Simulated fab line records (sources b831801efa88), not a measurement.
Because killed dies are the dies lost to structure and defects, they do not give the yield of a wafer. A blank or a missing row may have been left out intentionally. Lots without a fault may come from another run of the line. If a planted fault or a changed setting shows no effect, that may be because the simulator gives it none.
Split-lot trial :: flow sfq-line :: 23 wafers read across 5 lots, on a route 325 steps long

== THE SPLIT ==
At SFQ_TRILAYER_I4_VIA_LITHO_EXPOSE_104 (exposes mask I4, target cd 700 nm), the setting dose-mj was moved away from the recipe's 21.3 on 9 of the 23 wafers read, by -7.1% to +5.6%. The other wafers ran this setting at the recipe's value.

== SPLIT TO READING: what lies between them in the file, 1 step ==
- SFQ_TRILAYER_I4_VIA_BARC_OPEN_VIA_ETCH_146: etches BARC in O2, target depth 125 nm, time 41.7 s (also split here: source-w)

== THE READING ==
I4.cd-nm (the simulator's own value, which no gauge read), in nm, at SFQ_TRILAYER_I4_VIA_ETCH_VIA_ETCH_106 (etches SiO2 in CHF3, stops on Nb, target depth 260 nm). No usual value for it is given in the file. Across the 14 wafers here that went through the recipe, the average is 699.5 nm and the standard deviation 2.1 nm.

wafer: L075.1
tool, chamber at the split: krf-scanner-01, 0
dose-mj as run: 20.6
against the recipe: -3.3%
I4.cd-nm, nm: 694.2
against lot-mates on the recipe: -4.9

wafer: L075.2
tool, chamber at the split: krf-scanner-01, 0
dose-mj as run: 21.3
against the recipe: recipe
I4.cd-nm, nm: 700.7
against lot-mates on the recipe: -

wafer: L075.3
tool, chamber at the split: krf-scanner-01, 0
dose-mj as run: 21.3
against the recipe: recipe
I4.cd-nm, nm: 698.7
against lot-mates on the recipe: -

wafer: L075.4
tool, chamber at the split: krf-scanner-01, 0
dose-mj as run: 20.6
against the recipe: -3.3%
I4.cd-nm, nm: 692.6
against lot-mates on the recipe: -6.5

wafer: L075.5
tool, chamber at the split: krf-scanner-01, 0
dose-mj as run: 21.3
against the recipe: recipe
I4.cd-nm, nm: 697.8
against lot-mates on the recipe: -

wafer: L076.2
tool, chamber at the split: krf-scanner-02, 0
dose-mj as run: 21.88
against the recipe: +2.7%
I4.cd-nm, nm: 702.3
against lot-mates on the recipe: +1.5

wafer: L076.3
tool, chamber at the split: krf-scanner-02, 0
dose-mj as run: 21.88
against the recipe: +2.7%
I4.cd-nm, nm: 702
against lot-mates on the recipe: +1.2

wafer: L076.4
tool, chamber at the split: krf-scanner-02, 0
dose-mj as run: 21.3
against the recipe: recipe
I4.cd-nm, nm: 701.3
against lot-mates on the recipe: -

wafer: L076.5
tool, chamber at the split: krf-scanner-02, 0
dose-mj as run: 21.3
against the recipe: recipe
I4.cd-nm, nm: 699.6
against lot-mates on the recipe: -

wafer: L076.6
tool, chamber at the split: krf-scanner-02, 0
dose-mj as run: 21.3
against the recipe: recipe
I4.cd-nm, nm: 701.4
against lot-mates on the recipe: -

wafer: L077.1
tool, chamber at the split: krf-scanner-01, 0
dose-mj as run: 21.3
against the recipe: recipe
I4.cd-nm, nm: 697.9
against lot-mates on the recipe: -

wafer: L077.2
tool, chamber at the split: krf-scanner-01, 0
dose-mj as run: 19.78
against the recipe: -7.1%
I4.cd-nm, nm: 685.7
against lot-mates on the recipe: -13.0

wafer: L077.4
tool, chamber at the split: krf-scanner-01, 0
dose-mj as run: 21.3
against the recipe: recipe
I4.cd-nm, nm: 699.5
against lot-mates on the recipe: -

wafer: L077.5
tool, chamber at the split: krf-scanner-01, 0
dose-mj as run: 19.78
against the recipe: -7.1%
I4.cd-nm, nm: 689.4
against lot-mates on the recipe: -9.3

wafer: L077.6
tool, chamber at the split: krf-scanner-01, 0
dose-mj as run: 19.78
against the recipe: -7.1%
I4.cd-nm, nm: 685.2
against lot-mates on the recipe: -13.5

wafer: L081.1
tool, chamber at the split: krf-scanner-02, 0
dose-mj as run: 22.49
against the recipe: +5.6%
I4.cd-nm, nm: 709.2
against lot-mates on the recipe: +11.4

wafer: L081.3
tool, chamber at the split: krf-scanner-02, 0
dose-mj as run: 21.3
against the recipe: recipe
I4.cd-nm, nm: 694.3
against lot-mates on the recipe: -

wafer: L081.4
tool, chamber at the split: krf-scanner-02, 0
dose-mj as run: 21.3
against the recipe: recipe
I4.cd-nm, nm: 699.5
against lot-mates on the recipe: -

wafer: L081.5
tool, chamber at the split: krf-scanner-02, 0
dose-mj as run: 22.49
against the recipe: +5.6%
I4.cd-nm, nm: 703.8
against lot-mates on the recipe: +6.0

wafer: L081.6
tool, chamber at the split: krf-scanner-02, 0
dose-mj as run: 21.3
against the recipe: recipe
I4.cd-nm, nm: 699.6
against lot-mates on the recipe: -

wafer: L083.1
tool, chamber at the split: krf-scanner-02, 0
dose-mj as run: 21.3
against the recipe: recipe
I4.cd-nm, nm: 699.5
against lot-mates on the recipe: -

wafer: L083.3
tool, chamber at the split: krf-scanner-02, 0
dose-mj as run: 21.3
against the recipe: recipe
I4.cd-nm, nm: 699.9
against lot-mates on the recipe: -

wafer: L083.4
tool, chamber at the split: krf-scanner-02, 0
dose-mj as run: 21.3
against the recipe: recipe
I4.cd-nm, nm: 703.7
against lot-mates on the recipe: -

THE FIT
A straight line over all 23 wafers: I4.cd-nm changes by +1.59 nm for each +1% of dose-mj; r = +0.93; the points scatter about the line by 2.2 nm.
The same after taking each lot's own level away (the mean of its wafers on the recipe; 23 wafers): +1.56 nm for each +1%; r = +0.94; scatter 1.9 nm.
On that fit, the largest move of dose-mj shifts the reading by 11 nm.
The lots' own levels span 697.80 to 701.03 nm, that is 1.6 times the standard deviation above.
The two slopes agree, so the slope changes little with the lot-to-lot level.
Check: for one of the wafers moved furthest among these (-7.1%), held out of the fit, the line's prediction against its lot-mates is -11.1 nm. It came out at -13 nm against them.

== FURTHER SPLITS ON THESE WAFERS ==
Other splits were also applied to these wafers ahead of the reading. Each is held against what the fit with the lots' levels taken away leaves over:
other split on the same wafers: SFQ_TRILAYER_M2_ETCH_METAL_ETCH_060 icp-w
wafers away from the commonest value: 6
r with I4.cd-nm (lot level and that fit taken away): +0.24

other split on the same wafers: SFQ_TRILAYER_I2_VIA_LITHO_EXPOSE_068 dose-mj
wafers away from the commonest value: 11
r with I4.cd-nm (lot level and that fit taken away): +0.26

other split on the same wafers: SFQ_TRILAYER_M3_LITHO_COAT_075 spin-rpm
wafers away from the commonest value: 10
r with I4.cd-nm (lot level and that fit taken away): -0.30

other split on the same wafers: SFQ_TRILAYER_M3_BARC_OPEN_METAL_ETCH_100 pressure-mtorr
wafers away from the commonest value: 18
r with I4.cd-nm (lot level and that fit taken away): -0.07

other split on the same wafers: SFQ_TRILAYER_M4_LITHO_COAT_093 resist-thk-nm
wafers away from the commonest value: 9
r with I4.cd-nm (lot level and that fit taken away): -0.08

other split on the same wafers: SFQ_TRILAYER_M4_LITHO_PEB_096 peb-temp-c
wafers away from the commonest value: 10
r with I4.cd-nm (lot level and that fit taken away): -0.06

other split on the same wafers: SFQ_TRILAYER_I4_DEP_PECVD_099 time-s
wafers away from the commonest value: 10
r with I4.cd-nm (lot level and that fit taken away): -0.08

other split on the same wafers: SFQ_TRILAYER_I4_VIA_BARC_OPEN_VIA_ETCH_146 source-w
wafers away from the commonest value: 4
r with I4.cd-nm (lot level and that fit taken away): +0.00

== THE WHOLE CHAIN: every reading that the file lists as answering this split, in the file's order ==
step: SFQ_TRILAYER_I4_VIA_BARC_OPEN_VIA_ETCH_146
what it does: etches BARC in O2, target depth 125 nm, time 41.7 s
reading: I4.cd-nm (the simulator's own value, which no gauge read)
change (the file's fit): +1.69 nm for each +1% of the setting
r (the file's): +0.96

step: SFQ_TRILAYER_I4_VIA_ETCH_VIA_ETCH_106
what it does: etches SiO2 in CHF3, stops on Nb, target depth 260 nm
reading: I4.cd-nm (the simulator's own value, which no gauge read)
change (the file's fit): +1.55 nm for each +1% of the setting
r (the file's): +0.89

== THE FILE'S OWN FIT ==
I4.cd-nm changes by +1.55 nm for each +1% of dose-mj, r = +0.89.
